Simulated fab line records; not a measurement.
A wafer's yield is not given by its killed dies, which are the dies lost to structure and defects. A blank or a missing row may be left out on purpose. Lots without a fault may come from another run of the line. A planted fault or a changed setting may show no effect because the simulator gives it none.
A single fault, viewed from 2 desks -- flow sky130 -- each desk holds nothing but its own numbers, with what lay behind them at the end

DESK OF THE TOOL OWNER: litho track-02
The tool's own readings at SKY_VIA1_DEVELOP_11 (develop time 61.76 s): means of the sampled wafers that have a number, for each lot that ran on this tool. A lot is out of limits, marked OUT, if its mean lies more than 4 standard deviations from the usual mean; the brackets give that distance.
Columns: A = chill plate temp C at SKY_VIA1_DEVELOP_11, usual 23.02 C
lot,first seen here,A
L931,day 40 02:00,23.14
This desk's finding: nothing out of limits on the one lot.

METROLOGY DESK
What the gauges read for every lot (on any tool): the sampled wafers with a number, averaged. A lot is out of limits, marked OUT, if its mean lies more than 4 standard deviations from the usual mean; the brackets give that distance.
Columns: A = VIA1_HDPCVD_THK at SKY_VIA1_THK_MEAS_01, usual 1025 nm; B = VIA1_BOW at SKY_VIA1_BOW_MEAS_03, usual 78 um; C = cd nm at SKY_VIA1_CD_MEAS_12, usual 150.0 nm
lot,first seen here,A,B,C
L920,day 35 18:47,1023,79,150.3
L927,day 38 07:35,1013,81,-
L928,day 38 08:44,1024,78,-
L931,day 39 02:07,1025,81,148.1
L932,day 39 07:13,1017,82,150.2
L933,day 39 15:49,1025,73,150.8
This desk's finding: nothing out of limits on any of the 6 lots.

PUT TOGETHER
Nothing out of limits was seen by the tool owner's desk.
From the metrology desk's view, nothing was out of limits.

WHAT THE SIMULATOR HAD INSERTED
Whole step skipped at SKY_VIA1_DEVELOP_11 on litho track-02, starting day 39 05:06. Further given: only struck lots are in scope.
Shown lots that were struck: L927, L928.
